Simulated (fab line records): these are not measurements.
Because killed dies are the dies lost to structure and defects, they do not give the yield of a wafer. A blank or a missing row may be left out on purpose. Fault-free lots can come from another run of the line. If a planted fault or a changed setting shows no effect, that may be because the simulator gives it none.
The tool behind it: which one? | flow gf180mcu | 11 lots with 32 wafers sampled at 7 steps, on a route of 602 steps

## WHAT EACH GAUGE READ, for each wafer
GF_HV_LDD_TW_MEAS_50. Usual: for HV_LDD_4_TW the level is 566 and the standard deviation is 4.
lot  | measured     | on           | HV_LDD_4_TW | flag
L283 | day 12 04:37 | filmMetro-01 | 564 564 567 | 
L286 | day 13 07:09 | filmMetro-04 | 558 560 559 | 
L287 | day 13 18:16 | filmMetro-03 | 574 571 572 | 
L293 | day 15 16:52 | filmMetro-04 | 566 570 568 | 
L294 | day 16 01:32 | filmMetro-01 | 572 570 569 | 
L295 | day 16 06:42 | filmMetro-01 | 570 571     | 
L296 | day 16 22:31 | filmMetro-01 | 569 569 571 | 
L300 | day 18 18:56 | filmMetro-01 | 567 564 563 | 
L302 | day 19 02:41 | filmMetro-04 | 568 564 566 | 
L304 | day 19 06:13 | filmMetro-03 | 563 564 564 | 
L305 | day 20 00:26 | filmMetro-03 | 561 560 561 | 

GF_PSD_CD_MEAS_07: target cd 400 nm. Usual: 400.3 nm for cdNm, sd 3.
lot  | measured     | on       | cdNm (nm)         | flag
L283 | day 14 00:24 | cdSem-01 | 398.0 399.8 399.7 | 
L286 | day 15 03:58 | cdSem-02 | 397.0 396.1 397.5 | 
L287 | day 15 17:07 | cdSem-02 | 401.5 398.0 397.3 | 
L293 | day 17 15:49 | cdSem-01 | 402.1 403.3 401.7 | 
L294 | day 18 00:47 | cdSem-02 | 401.8 404.6 402.6 | 
L295 | day 18 08:01 | cdSem-01 | 394.7 393.6       | 
L296 | day 19 00:40 | cdSem-02 | 404.5 403.2 402.7 | 
L300 | day 20 22:13 | cdSem-01 | 398.7 401.0 397.1 | 
L302 | day 21 05:32 | cdSem-01 | 398.9 399.8 399.8 | 
L304 | day 21 09:21 | cdSem-01 | 398.4 399.3 398.4 | 
L305 | day 22 02:27 | cdSem-01 | 396.2 395.8 397.6 | 

GF_PSD_OVL_MEAS_08. Usual: for PSD_OVL the level is -0.3 nm and the standard deviation is 1.3.
lot  | measured     | on         | PSD_OVL (nm)   | flag
L283 | day 14 00:29 | overlay-02 | -0.7 -0.9 0.3  | 
L286 | day 15 04:05 | overlay-02 | 0.4 -0.9 0.0   | 
L287 | day 15 17:14 | overlay-01 | -1.0 -1.9 -1.6 | 
L293 | day 17 15:56 | overlay-01 | 0.1 1.3 1.4    | 
L294 | day 18 00:53 | overlay-01 | -1.6 -0.9 -2.3 | 
L295 | day 18 08:08 | overlay-01 | -0.6 0.7       | 
L296 | day 19 00:47 | overlay-02 | -0.7 -3.8 -1.2 | 
L300 | day 20 22:17 | overlay-02 | 0.2 -0.1 1.5   | 
L302 | day 21 05:38 | overlay-01 | -1.7 -1.1 0.4  | 
L304 | day 21 09:28 | overlay-01 | -0.4 1.0 -2.0  | 
L305 | day 22 02:34 | overlay-02 | -1.1 0.1 0.7   | 

GF_PSD_TW_MEAS_11. Usual: for PSD_TW the level is 3159 and the standard deviation is 13.
lot  | measured     | on           | PSD_TW                        | flag
L283 | day 14 00:47 | filmMetro-04 | 3164 3174 3175                | 
L286 | day 15 04:22 | filmMetro-04 | 3164 3159 3166                | 
L287 | day 15 17:31 | filmMetro-04 | 3159 3168 3154                | 
L293 | day 17 16:13 | filmMetro-01 | 3141 3157 3157                | 
L294 | day 18 01:10 | filmMetro-04 | 2834 2814 2816 2823 2817 2833 | OFF
L295 | day 18 08:25 | filmMetro-01 | 2805 2812 2822 2802           | OFF
L296 | day 19 01:04 | filmMetro-04 | 3169 3150 3157                | 
L300 | day 20 22:49 | filmMetro-04 | 3137 3148 3147                | 
L302 | day 21 05:56 | filmMetro-02 | 3175 3161 3164                | 
L304 | day 21 09:46 | filmMetro-02 | 3165 3152 3167                | 
L305 | day 22 02:53 | filmMetro-04 | 3149 3138 3160                | 

GF_PSD_RS_MEAS_15: measures by four-point-probe. Usual: for PSD_RS the level is 108.67 ohm/sq and the standard deviation is 0.24.
lot  | measured     | on           | PSD_RS (ohm/sq)                           | flag
L283 | day 14 01:07 | filmMetro-01 | 108.66 108.82 108.74                      | 
L286 | day 15 04:46 | filmMetro-01 | 108.58 108.21 108.83                      | 
L287 | day 15 17:50 | filmMetro-01 | 108.88 108.78 108.53                      | 
L293 | day 17 16:38 | filmMetro-02 | 108.50 108.40 108.32                      | 
L294 | day 18 03:46 | filmMetro-01 | 142.04 141.83 141.69 142.15 141.82 141.52 | OFF
L295 | day 18 11:20 | filmMetro-02 | 143.48 144.03 143.68 144.25               | OFF
L296 | day 19 01:28 | filmMetro-01 | 108.79 108.67 108.89                      | 
L300 | day 20 23:09 | filmMetro-04 | 108.59 108.90 108.53                      | 
L302 | day 21 06:16 | filmMetro-02 | 108.68 108.52 108.71                      | 
L304 | day 21 10:11 | filmMetro-02 | 108.66 108.97 109.25                      | 
L305 | day 22 03:12 | filmMetro-04 | 108.36 108.46 108.52                      | 

## WHAT TOOL EACH LOT RAN ON (gives the tool, then ch and the chambers of the sampled wafers, and finally the start)
lot  | GF_PSD_IMPLANT_09               | GF_PSD_STRIP_10
L283 | implanter-04 ch 0, day 14 00:34 | plasmaAsher-03 ch 0,1, day 14 00:42
L286 | implanter-01 ch 0, day 15 04:07 | plasmaAsher-02 ch 0,1, day 15 04:16
L287 | implanter-04 ch 0, day 15 17:16 | plasmaAsher-04 ch 0,1, day 15 17:25
L293 | implanter-03 ch 0, day 17 15:59 | plasmaAsher-03 ch 0,1, day 17 16:07
L294 | implanter-04 ch 0, day 18 00:56 | plasmaAsher-04 ch 1, day 18 01:04
L295 | implanter-04 ch 0, day 18 08:10 | plasmaAsher-04 ch 0,1, day 18 08:19
L296 | implanter-01 ch 0, day 19 00:50 | plasmaAsher-02 ch 0, day 19 00:58
L300 | implanter-01 ch 0, day 20 22:36 | plasmaAsher-04 ch 0,1, day 20 22:43
L302 | implanter-03 ch 0, day 21 05:43 | plasmaAsher-02 ch 0,1, day 21 05:50
L304 | implanter-03 ch 0, day 21 09:31 | plasmaAsher-04 ch 0,1, day 21 09:40
L305 | implanter-03 ch 0, day 22 02:37 | plasmaAsher-03 ch 0,1, day 22 02:46
- GF_PSD_IMPLANT_09
- GF_PSD_STRIP_10: strips in O2/N2.

## AS READ BY THE TOOLS THEMSELVES (means over the sampled wafers that have a number; for cases with no such wafer, the mark the record gives instead)
GF_PSD_IMPLANT_09. Usual: beamEnergyKeV 40.002, standard deviation 0.012; doseIonsCm2 1.4997e+15, standard deviation 1.7e+12; endStationPressureTorr 1.17e-05 Torr, standard deviation 6.3e-07; faradayCurrentUA 8278, standard deviation 170.
lot  | tool         | beamEnergyKeV | doseIonsCm2 | endStationPressureTorr (Torr) | faradayCurrentUA | flag
L283 | implanter-04 | 40.003        | 1.4985e+15  | 1.14e-05                      | 8187             | 
L286 | implanter-01 | 40.002        | 1.4986e+15  | 1.17e-05                      | 8209             | 
L287 | implanter-04 | 40.009        | 1.4993e+15  | 1.14e-05                      | 8244             | 
L293 | implanter-03 | 40.002        | 1.4980e+15  | 1.16e-05                      | 8250             | 
L294 | implanter-04 | 40.006        | 9.1253e+14  | 9.07e-06                      | 5116             | OFF
L295 | implanter-04 | 40.005        | 9.1030e+14  | 9.20e-06                      | 5002             | OFF
L296 | implanter-01 | 39.985        | 1.4990e+15  | 1.19e-05                      | 8268             | 
L300 | implanter-01 | 40.005        | 1.5007e+15  | 1.20e-05                      | 8418             | 
L302 | implanter-03 | 40.004        | 1.5007e+15  | 1.17e-05                      | 8362             | 
L304 | implanter-03 | 39.993        | 1.4989e+15  | 1.10e-05                      | 8428             | 
L305 | implanter-03 | 39.997        | 1.4983e+15  | 1.14e-05                      | 8365             | 

GF_PSD_STRIP_10. Usual: drypumpMotorCurrentA 5.8 A, standard deviation 0.5; heaterPowerW 345 W, standard deviation 28; oesProductAu 0.592 a.u., standard deviation 0.0043; stripTimeToEndpointS 16.54 s, standard deviation 0.034.
lot  | tool           | drypumpMotorCurrentA (A) | heaterPowerW (W) | oesProductAu (a.u.) | stripTimeToEndpointS (s) | flag
L283 | plasmaAsher-03 | 5.8                      | 359              | 0.591               | 16.57                    | 
L286 | plasmaAsher-02 | 6.2                      | 352              | 0.589               | 16.56                    | 
L287 | plasmaAsher-04 | 5.6                      | 343              | 0.597               | 16.56                    | 
L293 | plasmaAsher-03 | 6.1                      | 356              | 0.588               | 16.51                    | 
L294 | plasmaAsher-04 | 5.1                      | 326              | 0.630               | 15.05                    | OFF
L295 | plasmaAsher-04 | 5.4                      | 341              | 0.627               | 15.00                    | OFF
L296 | plasmaAsher-02 | 6.5                      | 389              | 0.590               | 16.56                    | 
L300 | plasmaAsher-04 | 5.6                      | 346              | 0.588               | 16.51                    | 
L302 | plasmaAsher-02 | 6.2                      | 352              | 0.589               | 16.52                    | 
L304 | plasmaAsher-04 | 5.5                      | 342              | 0.590               | 16.55                    | 
L305 | plasmaAsher-03 | 6.1                      | 351              | 0.588               | 16.55                    | 

## THE ANSWER, worked out from the rows above alone
Rule: lot off if the mean of its wafers having a number is beyond 3 standard deviations from the usual mean. A lot without any number at a reading at which 4 lots or more have one is off too. Any other lot the step has rows for is counted as sound. Order of review: gauges by route order, followed by the tools' own readings, for which a lot's mean as printed above is used. The first step at which some lot is off is used, and at that step the reading that is off furthest; a lot without a number counts as furthest.
Off: L294, L295, seen at GF_PSD_TW_MEAS_11 (PSD_TW).
If a tool, at a process step before that reading, ran all the lots that are off and no sound lot after the first of them, it fits. The gauges at GF_PSD_TW_MEAS_11 aren't tried: what is off there is off at GF_PSD_IMPLANT_09 too, on other tools, and a gauge's error can't cause that. One fits: GF_PSD_IMPLANT_09 on implanter-04. A fault onset in the window from L287 (day 15 17:16, its last sound lot) to L294 (day 18 00:56, its first lot off) fits.
The tool's own readings at GF_PSD_IMPLANT_09 bear it out: on the lots that are off they differ by more than 5 times the standard deviation of the sound lots' means. doseIonsCm2 reads 9.1142e+14 there against 1.4991e+15 on the sound lots; endStationPressureTorr reads 9.13e-06 Torr there against 1.16e-05 Torr on the sound lots; faradayCurrentUA reads 5059 there against 8303 on the sound lots.

## WHAT THE SIMULATOR HAD PUT IN
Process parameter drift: implanter-04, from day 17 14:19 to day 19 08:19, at GF_PSD_IMPLANT_09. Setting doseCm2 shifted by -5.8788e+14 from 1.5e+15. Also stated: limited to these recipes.
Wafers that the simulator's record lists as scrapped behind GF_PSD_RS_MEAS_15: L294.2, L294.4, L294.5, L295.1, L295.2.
Lots struck among those shown: L294, L295. The rule above reached the same finding.
